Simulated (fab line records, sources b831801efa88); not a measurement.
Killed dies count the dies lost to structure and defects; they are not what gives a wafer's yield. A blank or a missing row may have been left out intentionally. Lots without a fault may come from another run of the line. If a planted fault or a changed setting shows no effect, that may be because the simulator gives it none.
Which tool was responsible? ; flow gf180mcu ; 11 lots (33 wafers sampled), 1 step of a 602-step route

== WHAT THE GAUGES SHOWED, per wafer ==
GF_V1_THK_MEAS_03.
lot;measured;on;V1_CVD_02_THK (nm)
L972;day 17 01:44;film_metro-02;854 848 869
L973;day 17 09:26;film_metro-01;850 866 860
L974;day 18 00:42;film_metro-01;868 874 866
L976;day 18 15:56;film_metro-03;843 849 850
L977;day 19 03:00;film_metro-02;864 845 867
L983;day 21 11:17;film_metro-03;854 833 853
L985;day 21 20:19;film_metro-01;853 865 860
L986;day 22 09:37;film_metro-01;856 864 855
L987;day 22 17:38;film_metro-01;842 847 866
L994;day 24 21:11;film_metro-03;847 855 865
L995;day 25 14:08;film_metro-03;853 849 866

== TOOL THAT RAN EACH LOT (tool first, then ch and the chambers of the sampled wafers, then the start) ==
Record: no process step prior to these readings.

== AS READ BY THE TOOLS THEMSELVES (means over the sampled wafers that have a number; for cases with no such wafer, the mark the record gives instead) ==
The record holds no such reading with a usual standard deviation.

== THE ANSWER, worked out from the rows above alone ==
Rule: the usual values come from the lots themselves. Put in order of their means at a reading, lots are off if they are a third of the lots or fewer, leave a main group of 4 or more, and stand apart from it by a gap of 3 or more times the standard deviation of the main group's means; of several such gaps the widest counts. A main group whose means are all the same, to the digits that the tables above print for the reading, isn't used. A lot without any number at a reading at which 4 lots or more have one is off too. Where the step has rows for the other lots, those lots are counted as sound. After the gauges, taken in route order, come the tools' own readings; for these a lot's mean is taken, as printed above. The first step at which some lot is off is used, and at that step the reading that is off furthest; a lot without a number counts as furthest.
No lot is off on any of the readings shown, so nothing can be concluded from this.

== WHAT THE SIMULATOR HAD PUT IN ==
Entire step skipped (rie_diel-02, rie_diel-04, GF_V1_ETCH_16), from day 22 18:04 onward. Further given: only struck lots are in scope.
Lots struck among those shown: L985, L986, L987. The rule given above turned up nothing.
